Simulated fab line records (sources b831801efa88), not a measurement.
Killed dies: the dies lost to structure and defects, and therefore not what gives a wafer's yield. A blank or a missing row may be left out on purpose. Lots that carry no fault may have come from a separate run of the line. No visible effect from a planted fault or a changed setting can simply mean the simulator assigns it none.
Which of the tools did it? ; flow sky130 ; 10 lots with 30 wafers sampled at 3 steps, on a route of 708 steps

== WHAT THE GAUGES SHOWED, per wafer ==
SKY_METAL1_RS_MEAS_05: measures by four-point-probe.
lot;measured;on;METAL1_ALCU_RS (ohm/sq)
L772;day 33 03:33;film-metro-01;0.1276 0.1269 0.1298
L773;day 33 16:56;film-metro-03;0.1244 0.1293 0.1248
L775;day 34 01:42;film-metro-04;0.1238 0.1262 0.1291
L776;day 34 11:56;film-metro-03;0.1282 0.1263 0.1279
L778;day 35 04:21;film-metro-04;0.1248 0.1270 0.1263
L780;day 35 23:35;film-metro-03;0.1240 0.1237 0.1242
L784;day 37 00:30;film-metro-04;0.1175 0.1179 0.1187 0.1177 0.1181 0.1192
L786;day 37 15:10;film-metro-03;0.1189 0.1206 0.1184 0.1188 0.1208 0.1184
L790;day 38 14:20;film-metro-04;0.1221 0.1236 0.1270
L791;day 38 18:32;film-metro-03;0.1301 0.1276 0.1265

== EACH LOT AND THE TOOL THAT RAN IT (in order: tool; ch and the chambers of the sampled wafers; start) ==
lot;SKY_CONTACT_ETCH_18;SKY_METAL1_SPUTTER_02
L772;rie-diel-03 ch 0,1,3, day 33 03:25 or earlier;pvd-sputter-02, day 33 03:25
L773;rie-diel-01 ch 0,2,3, day 33 16:51 or earlier;pvd-sputter-02, day 33 16:51
L775;rie-diel-02 ch 0,2,3, day 34 01:37 or earlier;pvd-sputter-02, day 34 01:37
L776;rie-diel-02 ch 0,3, day 34 11:50 or earlier;pvd-sputter-04, day 34 11:50
L778;rie-diel-03 ch 1,3, day 35 04:13 or earlier;pvd-sputter-04, day 35 04:13
L780;rie-diel-01 ch 0,2, day 35 23:28 or earlier;pvd-sputter-04, day 35 23:28
L784;rie-diel-02 ch 0,2, day 37 00:22 or earlier;pvd-sputter-02, day 37 00:22
L786;rie-diel-01 ch 1,3, day 37 15:03 or earlier;pvd-sputter-02, day 37 15:03
L790;rie-diel-02 ch 0,1,3, day 38 14:14 or earlier;pvd-sputter-04, day 38 14:14
L791;rie-diel-03 ch 0,1,3, day 38 18:27 or earlier;pvd-sputter-04, day 38 18:27
- SKY_CONTACT_ETCH_18: etches Si3N4 in CHF3/O2, stops on TiN, time 39 s, target depth 75 nm.
- SKY_METAL1_SPUTTER_02: material AlCu, target thk 250 nm, time 13.3 s.

== THE ANSWER, worked out from the rows above alone ==
Rule: what is usual is taken from the lots themselves. Put in order of their means at a reading, lots are off if they are a third of the lots or fewer, leave a main group of 4 or more, and stand apart from it by a gap of 3 or more times the standard deviation of the main group's means; of several such gaps the widest counts. A main group is skipped when, at the precision printed for the reading in the tables above, its means are all equal. A lot without any number at a reading at which 4 lots or more have one is off too. Where the step has rows for the other lots, those lots are counted as sound.
Off: L784, L786, at SKY_METAL1_RS_MEAS_05 (METAL1_ALCU_RS). Mean 0.1263 ohm/sq and standard deviation 0.0015 in the main group.
A tool fits if, at a process step before that reading, it ran every lot that is off, and no sound lot after the first of them. Gauges at SKY_METAL1_RS_MEAS_05: tried the same way as those tools. Because SKY_CONTACT_ETCH_18 lacks a start for some lots, the hours and order of its lots are taken from SKY_METAL1_SPUTTER_02. One fits: pvd-sputter-02 at SKY_METAL1_SPUTTER_02. A fault onset in the window from L775 (day 34 01:37, its last sound lot) to L784 (day 37 00:22, its first lot off) fits.

== WHAT THE SIMULATOR HAD PUT IN ==
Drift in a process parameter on pvd-sputter-02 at SKY_METAL1_SPUTTER_02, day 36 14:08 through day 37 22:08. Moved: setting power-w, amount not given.
Struck lots among those shown: L784, L786. The rule above found the same.
